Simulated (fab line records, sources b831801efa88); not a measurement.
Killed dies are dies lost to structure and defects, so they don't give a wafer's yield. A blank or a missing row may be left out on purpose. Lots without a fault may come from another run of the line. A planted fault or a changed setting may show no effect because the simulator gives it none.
Which tool did it? | flow sky130 | 11 lots, 33 wafers sampled, at 1 step of a route of 708

WHAT THE GAUGES READ, wafer by wafer
SKY_VIA3_OVL_MEAS_13.
lot  | measured     | on         | VIA3_OVL (nm)
L315 | day 39 20:47 | overlay-02 | -3 -11 -3
L316 | day 40 07:43 | overlay-02 | 0 -4 -4
L317 | day 40 12:16 | overlay-01 | 2 6 -3
L318 | day 41 02:08 | overlay-02 | -4 -10 -3
L319 | day 41 03:52 | overlay-02 | -14 -6 -13
L320 | day 41 12:35 | overlay-02 | 2 3 5
L321 | day 41 17:35 | overlay-01 | -1 -2 -5
L322 | day 42 07:38 | overlay-01 | -9 -6 1
L325 | day 42 23:11 | overlay-01 | -7 -8 -8
L326 | day 43 02:32 | overlay-02 | -8 -3 -8
L333 | day 46 06:23 | overlay-01 | -5 2 5

WHICH TOOL RAN EACH LOT (tool, then ch and the chambers of the sampled wafers, then the start)
The record holds no process step before these readings.

WHAT THE TOOLS THEMSELVES READ (means of the sampled wafers that have a number; where no wafer has one, the mark that the record gives instead)
The record holds no such reading with a usual standard deviation.

THE ANSWER, worked out from the rows above alone
Rule: what is usual is taken from the lots themselves. Put in order of their means at a reading, lots are off if they are a third of the lots or fewer, leave a main group of 4 or more, and stand apart from it by a gap of 3 or more times the standard deviation of the main group's means; of several such gaps the widest counts. A main group whose means are all the same, to the digits that the tables above print for the reading, isn't used. A lot without any number at a reading at which 4 lots or more have one is off too. The other lots that the step has rows for count as sound. The gauges are gone through in route order, then the tools' own readings, and for those a lot's mean is taken as printed above. The first step at which some lot is off is used, and at that step the reading that is off furthest; a lot without a number counts as furthest.
No lot is off at any reading shown: from this, nothing can be told.

WHAT THE SIMULATOR HAD PUT IN
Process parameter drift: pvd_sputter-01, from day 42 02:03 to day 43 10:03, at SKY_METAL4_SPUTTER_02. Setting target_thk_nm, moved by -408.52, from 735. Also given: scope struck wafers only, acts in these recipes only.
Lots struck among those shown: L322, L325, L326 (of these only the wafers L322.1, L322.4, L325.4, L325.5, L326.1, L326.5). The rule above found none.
